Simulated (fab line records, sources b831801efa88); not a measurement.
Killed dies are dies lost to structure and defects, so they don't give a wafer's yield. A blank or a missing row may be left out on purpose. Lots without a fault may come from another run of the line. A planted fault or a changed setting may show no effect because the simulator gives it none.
Which tool did it? | flow gf180mcu | 13 lots, 38 wafers sampled, at 5 steps of a route of 602

WHAT THE GAUGES READ, wafer by wafer
GF_VT_IMPLANT_RS_MEAS_49: measures by four-point-probe.
lot  | measured     | on            | MVPSD_RS (ohm/sq)
L866 | day 7 18:25  | film_metro-04 | 1164 1165 1165
L867 | day 8 01:04  | film_metro-03 | 1166 1167 1167
L868 | day 8 08:16  | film_metro-04 | 1171 1172 1172
L869 | day 8 14:16  | film_metro-03 | 1168 1167 1168
L870 | day 8 19:31  | film_metro-03 | 1169 1171 1170
L871 | day 9 03:13  | film_metro-04 | 1162 1163 1161
L873 | day 9 17:43  | film_metro-04 | 1166 1167 1168
L874 | day 9 22:22  | film_metro-04 | 1167 1173 1167
L875 | day 10 04:05 | film_metro-03 | 1172 1170 1175
L876 | day 10 13:46 | film_metro-03 | 1169 1166 1167
L877 | day 10 17:56 | film_metro-04 | 1170 1165 1169
L882 | day 12 05:09 | film_metro-04 | 1224 1228
L888 | day 14 01:56 | film_metro-02 | 1165 1166 1168

GF_V5_THK_MEAS_25: measures by xrf.
lot  | measured     | on            | V5_W_THK (nm)
L866 | day 27 12:49 | film_metro-01 | 355 350 349
L867 | day 27 19:50 | film_metro-01 | 354 355 350
L868 | day 28 03:33 | film_metro-03 | 345 343 346
L869 | day 28 06:58 | film_metro-01 | 346 350 342
L870 | day 28 14:29 | film_metro-01 | 338 340 341
L871 | day 29 01:33 | film_metro-01 | 350 345 352
L873 | day 29 15:41 | film_metro-03 | 345 350 344
L874 | day 29 21:10 | film_metro-03 | 339 347 342
L875 | day 30 06:17 | film_metro-03 | 336 338 337
L876 | day 30 10:28 | film_metro-03 | 341 339 338
L877 | day 30 11:46 | film_metro-01 | 351 352 350
L882 | day 32 09:50 | film_metro-03 | 346 346
L888 | day 33 15:07 | film_metro-04 | 353 353 349

WHICH TOOL RAN EACH LOT (tool, then ch and the chambers of the sampled wafers, then the start)
lot  | GF_MVPSD_IMPLANT_09             | GF_M3_SPUTTER_03             | GF_V5_STRIP_18
L866 | implanter-01 ch 0, day 5 06:38  | pvd_sputter-04, day 20 16:40 | plasma_asher-04 ch 0,1, day 27 11:42
L867 | implanter-04 ch 0, day 5 12:40  | pvd_sputter-02, day 21 00:41 | plasma_asher-02 ch 0,1, day 27 18:57
L868 | implanter-01 ch 0, day 5 18:23  | pvd_sputter-02, day 21 11:43 | plasma_asher-04 ch 0, day 28 02:41
L869 | implanter-04 ch 0, day 6 00:23  | pvd_sputter-02, day 21 15:23 | plasma_asher-04 ch 0,1, day 28 05:58
L870 | implanter-01 ch 0, day 6 06:31  | pvd_sputter-03, day 21 23:51 | plasma_asher-02 ch 0,1, day 28 13:36
L871 | implanter-01 ch 0, day 6 12:59  | pvd_sputter-03, day 22 11:03 | plasma_asher-04 ch 0,1, day 29 00:35
L873 | implanter-04 ch 0, day 7 00:29  | pvd_sputter-04, day 23 05:58 | plasma_asher-02 ch 0,1, day 29 14:48
L874 | implanter-01 ch 0, day 7 05:44  | pvd_sputter-04, day 23 13:02 | plasma_asher-02 ch 0,1, day 29 20:12
L875 | implanter-03 ch 0, day 7 10:09  | pvd_sputter-03, day 23 21:29 | plasma_asher-03 ch 0,1, day 30 05:25
L876 | implanter-04 ch 0, day 7 18:25  | pvd_sputter-04, day 24 03:52 | plasma_asher-04 ch 0,1, day 30 09:15
L877 | implanter-03 ch 0, day 7 21:49  | pvd_sputter-03, day 24 05:25 | plasma_asher-03 ch 0,1, day 30 10:53
L882 | implanter-03 ch 0, day 9 03:10  | pvd_sputter-04, day 26 11:39 | plasma_asher-02 ch 1, day 32 08:56
L888 | implanter-01 ch 0, day 10 20:13 | pvd_sputter-04, day 28 02:10 | plasma_asher-03 ch 0, day 33 14:15
- GF_MVPSD_IMPLANT_09
- GF_M3_SPUTTER_03: material Ti, target thk 10 nm, time 6.7 s.
- GF_V5_STRIP_18: strips in O2/N2.

WHAT THE TOOLS THEMSELVES READ (means of the sampled wafers that have a number; where no wafer has one, the mark that the record gives instead)
GF_MVPSD_IMPLANT_09.
lot  | tool         | beam_on_s (s) | faraday_current_uA
L866 | implanter-01 | 9.95          | 28.4
L867 | implanter-04 | 9.96          | 28.3
L868 | implanter-01 | 9.93          | 28.4
L869 | implanter-04 | 10.07         | 28.1
L870 | implanter-01 | 9.92          | 28.5
L871 | implanter-01 | 10.08         | 28.1
L873 | implanter-04 | 10.07         | 28.0
L874 | implanter-01 | 9.94          | 28.5
L875 | implanter-03 | 9.93          | 28.4
L876 | implanter-04 | 9.98          | 28.2
L877 | implanter-03 | 9.89          | 28.5
L882 | implanter-03 | 7.60          | 37.1
L888 | implanter-01 | 9.99          | 28.2

GF_M3_SPUTTER_03.
lot  | tool           | chamber_pressure_pa (Pa) | throttle_valve_pct (%)
L866 | pvd_sputter-04 | 0.3003                   | 29.5
L867 | pvd_sputter-02 | 0.3001                   | 29.9
L868 | pvd_sputter-02 | 0.2998                   | 30.4
L869 | pvd_sputter-02 | 0.2997                   | 30.2
L870 | pvd_sputter-03 | 0.2996                   | 30.5
L871 | pvd_sputter-03 | 0.3001                   | 30.0
L873 | pvd_sputter-04 | 0.3002                   | 30.1
L874 | pvd_sputter-04 | 0.2995                   | 29.1
L875 | pvd_sputter-03 | 0.2999                   | 30.5
L876 | pvd_sputter-04 | 0.2992                   | 29.6
L877 | pvd_sputter-03 | 0.3007                   | 29.9
L882 | pvd_sputter-04 | 0.3003                   | 29.6
L888 | pvd_sputter-04 | 0.2999                   | 29.3

GF_V5_STRIP_18.
lot  | tool            | drypump_motor_current_A (A) | heater_power_w (W) | oes_product_au (a.u.) | platen_temp_c (C)
L866 | plasma_asher-04 | 5.9                         | 325                | 0.573                 | 249.92
L867 | plasma_asher-02 | 5.7                         | 319                | 0.575                 | 250.02
L868 | plasma_asher-04 | 5.8                         | 309                | 0.573                 | 249.95
L869 | plasma_asher-04 | 5.9                         | 319                | 0.566                 | 249.92
L870 | plasma_asher-02 | 5.7                         | 312                | 0.576                 | 249.85
L871 | plasma_asher-04 | 5.9                         | 317                | 0.571                 | 249.81
L873 | plasma_asher-02 | 6.1                         | 310                | 0.574                 | 250.00
L874 | plasma_asher-02 | 6.2                         | 304                | 0.572                 | 249.73
L875 | plasma_asher-03 | 5.6                         | 333                | 0.565                 | 249.92
L876 | plasma_asher-04 | 5.9                         | 323                | 0.574                 | 250.03
L877 | plasma_asher-03 | 5.3                         | 310                | 0.573                 | 250.14
L882 | plasma_asher-02 | 6.6                         | 298                | 0.567                 | 250.15
L888 | plasma_asher-03 | 5.8                         | 324                | 0.575                 | 250.13

THE ANSWER, worked out from the rows above alone
Rule: what is usual is taken from the lots themselves. Put in order of their means at a reading, lots are off if they are a third of the lots or fewer, leave a main group of 4 or more, and stand apart from it by a gap of 3 or more times the standard deviation of the main group's means; of several such gaps the widest counts. A main group whose means are all the same, to the digits that the tables above print for the reading, isn't used. A lot without any number at a reading at which 4 lots or more have one is off too. The other lots that the step has rows for count as sound. The gauges are gone through in route order, then the tools' own readings, and for those a lot's mean is taken as printed above. The first step at which some lot is off is used, and at that step the reading that is off furthest; a lot without a number counts as furthest.
Off: L882, at GF_VT_IMPLANT_RS_MEAS_49 (MVPSD_RS). The main group: mean 1168 ohm/sq, standard deviation 2.7.
A tool fits if, at a process step before that reading, it ran every lot that is off, and no sound lot after the first of them. The gauges at GF_VT_IMPLANT_RS_MEAS_49 aren't tried: what is off there is off at GF_MVPSD_IMPLANT_09 too, on other tools, and a gauge's error can't cause that. One fits: implanter-03 at GF_MVPSD_IMPLANT_09. Its last sound lot is L877 (day 7 21:49), its first lot that is off L882 (day 9 03:10): a fault that began between those two fits.
The tool's own readings at GF_MVPSD_IMPLANT_09 bear it out: on the lots that are off they differ by more than 5 times the standard deviation of the sound lots' means. beam_on_s reads 7.60 s there against 9.98 s on the sound lots; faraday_current_uA reads 37.1 there against 28.3 on the sound lots.

WHAT THE SIMULATOR HAD PUT IN
Process parameter drift: implanter-03, from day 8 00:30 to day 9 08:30, at GF_MVPSD_IMPLANT_09. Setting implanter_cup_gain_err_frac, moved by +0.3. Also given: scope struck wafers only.
Lots struck among those shown: L882. The rule above found the same.
